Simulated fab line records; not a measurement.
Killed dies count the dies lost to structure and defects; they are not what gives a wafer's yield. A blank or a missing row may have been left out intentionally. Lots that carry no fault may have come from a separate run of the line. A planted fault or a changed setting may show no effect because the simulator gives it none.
fab line records ; flow gf180mcu ; part 2 of 2: steps 29 to 39 of 39
record: lots: 5; wafers: 15; last-day: 33
route steps=602 shown M2@372 V2@382 M3@409
lots that met no fault: taken from a fault-free run of the same line
start-h: hours from the record's opening day to when the first of the lot's shown wafers began ; wait-h: hours from the lot's prior step to this one ; " the same as in the row above ; L1.1+2: several wafers, shown together as one row ; - value missing, or start not given ; * or withheld: withheld ; < > ~ a bound
route shown NAME@n: a module of which the file shows steps, and the number in the route of the first ; usual: mean and standard deviation over wafers with no fault ; same: alike in all rows ; chamber/n: place in a boat ; sites: readings site by site ; _std_site: standard deviation across them ; _edge_site: outer sites' mean less inner sites' ; radius-mm: for every site, how far away it sits from the centre of the wafer ; mask NAME#n: copy n ; behind: the last tool/chamber to shape the wafer ; hold: cause of the lot's hold/its duration in hours/its outcome ; device: the transistor (n, p or np) that didn't switch ; end of line: the route-end tests of the same wafers ; step lacking rows: just its recipe ; killed: not the wafer's yield, but the dies lost to structure and defects at the first sort ; map: per-die view of a wafer (x killed, . not killed, _ where there is no die)
set.NAME: the run value of the setting; set.NAME@STEP: its run value at that earlier step ; model.NAME: the simulator's own value behind a step, which no gauge read
lots seen at some steps along the route; tables by step, rows by wafer
services: from which hour (start-h, from the record's first day; less than 0 if before it) a tool's chamber was out of use, for how many hours, and why
== steps ==
step: GF_V2_STRIP_18
recipe: chemistry: O2/N2; power-w: 1400; pressure-mtorr: 1500; platen-temp-c: 250; o2-flow-sccm: 3000; n2-flow-sccm: 300; overash-fraction: 0.5
usual: drypump-motor-current-A: 5.3/0.4; heater-power-w: 346/26; n2-flow-sccm: 300.1/0.9; oes-product-au: 0.593/0.0049
lot.wafer;tool;chamber;start-h;wait-h;drypump-motor-current-A;heater-power-w;n2-flow-sccm;oes-product-au;rf-hours-counter-h
L075.4;plasma-asher-03;1;468.81;-;5.1;384;300.7;0.589;-
L075.5;plasma-asher-03;1;468.81;-;5.1;391;299.7;0.593;-
L075.6;plasma-asher-03;0;468.81;-;5.0;340;299.2;0.590;-
L079.1;plasma-asher-03;1;512.01;-;5.1;380;299.4;0.596;88
L079.2;plasma-asher-03;0;512.01;-;5.0;335;299.4;0.583;88
L079.3;plasma-asher-03;0;512.01;-;5.0;332;300.9;0.599;-
L086.1;plasma-asher-02;1;569.59;-;5.1;316;299.6;0.606;17
L086.2;plasma-asher-02;0;569.59;-;5.7;330;300.2;0.592;17
L086.3;plasma-asher-02;0;569.59;-;5.6;336;299.9;0.593;-
L085.1;plasma-asher-02;1;571.52;-;5.1;318;300.6;0.591;18
L085.2;plasma-asher-02;0;571.52;-;5.6;327;301.8;0.595;18
L085.3;plasma-asher-02;0;571.52;-;5.6;335;301.8;0.596;-
L092.1;plasma-asher-01;1;619.72;-;6.1;363;301.2;0.595;58
L092.3;plasma-asher-01;1;619.72;-;6.1;346;300.7;0.588;-
L092.6;plasma-asher-01;1;619.72;-;6.1;349;300.7;0.599;-
step: GF_V2_STRIP_19
recipe: chemistry: post-etch-residue-remover; time-s: 1200; temp-c: 72.5
lot.wafer;tool;chamber;start-h;wait-h
L075.4+5+6;wet-bench-03;0;468.87;0.0
L079.1+2+3;wet-bench-03;3;512.11;0.1
L086.1+2+3;wet-bench-03;2;569.73;0.1
L085.1+2+3;wet-bench-03;1;571.62;0.1
L092.1+3+6;wet-bench-01;1;619.82;0.1
step: GF_V2_CLEAN_20
recipe: chemistry: DIW; dry: n2-spin
lot.wafer;tool;chamber;start-h;wait-h
L075.4+5+6;wet-bench-02;2;469.22;0.0
L079.1+2+3;wet-bench-01;2;512.48;0.0
L086.1+2+3;wet-bench-03;0;570.07;0.0
L085.1+2+3;wet-bench-01;2;571.96;0.0
L092.1+3+6;wet-bench-02;0;620.16;0.0
step: GF_V2_SPUTTER_21
recipe: material: Ti; target-thk-nm: 15; chamber-pressure-pa: 5; power-w: 2500; substrate-temp-c: 200; time-s: 80.02
usual: throttle-valve-pct: 29.5/1.1
lot.wafer;tool;chamber;start-h;wait-h;throttle-valve-pct
L075.4;pvd-sputter-04;-;469.31;0.0;30.4
L075.5;pvd-sputter-04;-;469.31;0.0;30.4
L075.6;pvd-sputter-04;-;469.31;0.0;29.0
L079.1;pvd-sputter-04;-;512.58;0.0;30.4
L079.2;pvd-sputter-04;-;512.58;0.0;28.8
L079.3;pvd-sputter-04;-;512.58;0.0;30.3
L086.1;pvd-sputter-03;-;570.17;0.0;31.6
L086.2;pvd-sputter-03;-;570.17;0.0;29.5
L086.3;pvd-sputter-03;-;570.17;0.0;30.5
L085.1;pvd-sputter-01;-;572.05;0.0;31.1
L085.2;pvd-sputter-01;-;572.05;0.0;28.9
L085.3;pvd-sputter-01;-;572.05;0.0;28.7
L092.1;pvd-sputter-01;-;620.26;0.0;28.7
L092.3;pvd-sputter-01;-;620.26;0.0;29.1
L092.6;pvd-sputter-01;-;620.26;0.0;28.5
step: GF_V2_SPUTTER_22
recipe: material: TiN; target-thk-nm: 10; chamber-pressure-pa: 5; power-w: 4000; time-s: 40
usual: throttle-valve-pct: 29.6/1
lot.wafer;tool;chamber;start-h;wait-h;throttle-valve-pct
L075.4;pvd-sputter-04;-;469.37;0.0;30.4
L075.5;pvd-sputter-04;-;469.37;0.0;30.1
L075.6;pvd-sputter-04;-;469.37;0.0;28.7
L079.1;pvd-sputter-04;-;512.64;0.0;30.3
L079.2;pvd-sputter-04;-;512.64;0.0;28.6
L079.3;pvd-sputter-04;-;512.64;0.0;30.1
L086.1;pvd-sputter-03;-;570.23;0.0;31.4
L086.2;pvd-sputter-03;-;570.23;0.0;29.9
L086.3;pvd-sputter-03;-;570.23;0.0;30.0
L085.1;pvd-sputter-01;-;572.11;0.0;31.2
L085.2;pvd-sputter-01;-;572.11;0.0;28.7
L085.3;pvd-sputter-01;-;572.11;0.0;28.9
L092.1;pvd-sputter-01;-;620.33;0.0;28.7
L092.3;pvd-sputter-01;-;620.33;0.0;28.7
L092.6;pvd-sputter-01;-;620.33;0.0;28.6
step: GF_V2_CVD_23
recipe: material: W; target-thk-nm: 350; time-s: 104.94; temp-c: 400; pressure-torr: 40
usual: heater-power-w: 792/95
lot.wafer;tool;chamber;start-h;wait-h;heater-power-w
L075.4;cvd-w-02;1;469.44;0.1;668
L075.5;cvd-w-02;1;469.44;0.1;673
L075.6;cvd-w-02;0;469.44;0.1;783
L079.1;cvd-w-02;0;512.68;0.0;777
L079.2;cvd-w-02;1;512.68;0.0;664
L079.3;cvd-w-02;0;512.68;0.0;780
L086.1;cvd-w-01;1;570.27;0.0;932
L086.2;cvd-w-01;0;570.27;0.0;864
L086.3;cvd-w-01;1;570.27;0.0;929
L085.1;cvd-w-02;0;572.15;0.0;765
L085.2;cvd-w-02;1;572.15;0.0;676
L085.3;cvd-w-02;0;572.15;0.0;785
L092.1;cvd-w-02;1;620.36;0.0;683
L092.3;cvd-w-02;1;620.36;0.0;676
L092.6;cvd-w-02;0;620.36;0.0;812
step: GF_V2_RS_MEAS_24
recipe: thk-meas-gauge: four-point-probe; reads: W_of_V2_CVD_23+TiN_of_V2_SPUTTER_22+Ti_of_V2_SPUTTER_21
usual: V2_W_RS: 0.328/0.0048
lot.wafer;tool;chamber;start-h;wait-h;V2_W_RS[ohm/sq]
L075.4;film-metro-04;-;469.58;0.1;0.332
L075.5;film-metro-04;-;469.58;0.1;0.331
L075.6;film-metro-04;-;469.58;0.1;0.328
L079.1;film-metro-02;-;512.79;0.1;0.319
L079.2;film-metro-02;-;512.79;0.1;0.331
L079.3;film-metro-02;-;512.79;0.1;0.322
L086.1;film-metro-04;-;570.38;0.1;0.327
L086.2;film-metro-04;-;570.38;0.1;0.331
L086.3;film-metro-04;-;570.38;0.1;0.329
L085.1;film-metro-02;-;572.27;0.1;0.324
L085.2;film-metro-02;-;572.27;0.1;0.333
L085.3;film-metro-02;-;572.27;0.1;0.328
L092.1;film-metro-02;-;620.48;0.1;0.330
L092.3;film-metro-02;-;620.48;0.1;0.324
L092.6;film-metro-02;-;620.48;0.1;0.321
step: GF_V2_THK_MEAS_25
recipe: thk-meas-gauge: xrf; reads: W_of_V2_CVD_23
usual: V2_W_THK: 349/5.9
lot.wafer;tool;chamber;start-h;wait-h;V2_W_THK[nm]
L075.4;film-metro-04;-;469.67;0.1;345
L075.5;film-metro-04;-;469.67;0.1;348
L075.6;film-metro-04;-;469.67;0.1;349
L079.1;film-metro-02;-;512.91;0.1;355
L079.2;film-metro-02;-;512.91;0.1;343
L079.3;film-metro-02;-;512.91;0.1;353
L086.1;film-metro-04;-;570.50;0.1;349
L086.2;film-metro-04;-;570.50;0.1;344
L086.3;film-metro-04;-;570.50;0.1;346
L085.1;film-metro-02;-;572.39;0.1;355
L085.2;film-metro-02;-;572.39;0.1;346
L085.3;film-metro-02;-;572.39;0.1;351
L092.1;film-metro-02;-;620.60;0.1;350
L092.3;film-metro-02;-;620.60;0.1;353
L092.6;film-metro-02;-;620.60;0.1;358
step: GF_V2_CMP_26
recipe: stop-on: SiO2; down-force-psi: 3.5; platen-rpm: 60; t-overpolish-s: 15; target-thk-nm: 0; pad-velocity-m-s: 0.94248
usual: motor-current-A: 11.3/0.95; overpolish-run-s: 15.000/0.009; time-to-endpoint-s: 86/4.6
lot.wafer;tool;chamber;start-h;wait-h;motor-current-A;overpolish-run-s;time-to-endpoint-s
L075.4;cmp-01;0;469.70;0.0;11.0;15.001;96
L075.6;cmp-01;0;469.70;0.0;10.9;15.004;92
L075.5;cmp-01;1;469.70;0.0;11.4;15.010;87
L079.3;cmp-02;2;512.97;0.0;10.1;14.996;90
L079.1;cmp-02;3;512.97;0.0;11.1;14.998;86
L079.2;cmp-02;1;512.97;0.0;13.5;14.996;83
L086.2;cmp-02;3;570.73;0.2;10.7;14.992;77
L086.3;cmp-02;0;570.73;0.2;10.3;15.012;81
L086.1;cmp-02;1;570.73;0.2;13.3;14.999;81
L085.3;cmp-02;0;572.45;0.0;10.0;15.009;79
L085.2;cmp-02;1;572.45;0.0;12.9;15.002;82
L085.1;cmp-02;3;572.45;0.0;11.0;14.986;81
L092.3;cmp-01;0;620.66;0.0;10.9;14.987;89
L092.1;cmp-01;1;620.66;0.0;11.1;15.000;81
L092.6;cmp-01;0;620.66;0.0;11.5;14.991;94
step: GF_M3_SPUTTER_00
recipe: material: Ti; target-thk-nm: 37.5; arriving-ion-energy-ev: 80; substrate-temp-c: 200; chamber-pressure-pa: 2; power-w: 4000; time-s: 150
usual: throttle-valve-pct: 29.9/1
lot.wafer;tool;chamber;start-h;wait-h;throttle-valve-pct
L075.4;pvd-sputter-02;-;470.00;0.2;29.5
L075.5;pvd-sputter-02;-;470.00;0.2;29.4
L075.6;pvd-sputter-02;-;470.00;0.2;29.3
L079.1;pvd-sputter-03;-;513.27;0.2;29.9
L079.2;pvd-sputter-03;-;513.27;0.2;28.3
L079.3;pvd-sputter-03;-;513.27;0.2;29.9
L086.1;pvd-sputter-04;-;571.03;0.1;30.4
L086.2;pvd-sputter-04;-;571.03;0.1;28.7
L086.3;pvd-sputter-04;-;571.03;0.1;30.4
L085.1;pvd-sputter-02;-;572.75;0.1;29.3
L085.2;pvd-sputter-02;-;572.75;0.1;29.5
L085.3;pvd-sputter-02;-;572.75;0.1;30.9
L092.1;pvd-sputter-03;-;620.96;0.2;27.9
L092.3;pvd-sputter-03;-;620.96;0.2;30.4
L092.6;pvd-sputter-03;-;620.96;0.2;29.6
step: GF_M3_SPUTTER_01
recipe: material: TiN; target-thk-nm: 30; power-w: 6500; time-s: 25; chamber-pressure-pa: 0.4
usual: throttle-valve-pct: 29.8/1
lot.wafer;tool;chamber;start-h;wait-h;throttle-valve-pct
L075.4;pvd-sputter-02;-;470.10;0.1;30.0
L075.5;pvd-sputter-02;-;470.10;0.1;29.7
L075.6;pvd-sputter-02;-;470.10;0.1;29.5
L079.1;pvd-sputter-03;-;513.37;0.1;30.1
L079.2;pvd-sputter-03;-;513.37;0.1;28.1
L079.3;pvd-sputter-03;-;513.37;0.1;29.7
L086.1;pvd-sputter-04;-;571.13;0.1;30.2
L086.2;pvd-sputter-04;-;571.13;0.1;28.8
L086.3;pvd-sputter-04;-;571.13;0.1;30.4
L085.1;pvd-sputter-02;-;572.85;0.1;29.4
L085.2;pvd-sputter-02;-;572.85;0.1;29.6
L085.3;pvd-sputter-02;-;572.85;0.1;30.6
L092.1;pvd-sputter-03;-;621.06;0.1;27.7
L092.3;pvd-sputter-03;-;621.06;0.1;30.0
L092.6;pvd-sputter-03;-;621.06;0.1;29.7
== services ==
tool;chamber;start-h;hours;kind
cmp-02;-;414.26;4.3;pm
krf-scanner-01;-;418.76;1.0;pm
rie-diel-01;2;423.34;1.6;repair
krf-scanner-02;-;425.04;1.0;repair
pvd-sputter-02;-;429.72;1.2;repair
rie-diel-01;2;435.07;6.3;repair
cmp-01;-;436.89;4.3;repair
plasma-asher-03;-;445.47;1.5;repair
krf-scanner-02;-;446.23;4.0;pm
rie-diel-01;0;458.59;4.2;repair
pvd-sputter-03;-;467.03;0.5;repair
krf-scanner-01;-;512.59;1.3;pm
pvd-sputter-04;-;538.31;1.2;repair
krf-scanner-01;-;547.61;0.8;pm
plasma-asher-03;-;555.48;2.8;pm
plasma-asher-03;-;563.74;5.1;repair
cmp-01;-;572.03;4.0;pm
pvd-sputter-04;-;576.79;2.1;repair
wet-bench-04;-;577.83;1.9;pm
pvd-sputter-03;-;580.09;2.6;repair
wet-bench-04;-;581.95;7.2;repair
krf-scanner-01;-;587.74;1.0;pm
cmp-01;-;607.60;0.7;repair
pvd-sputter-04;-;620.05;12.9;repair
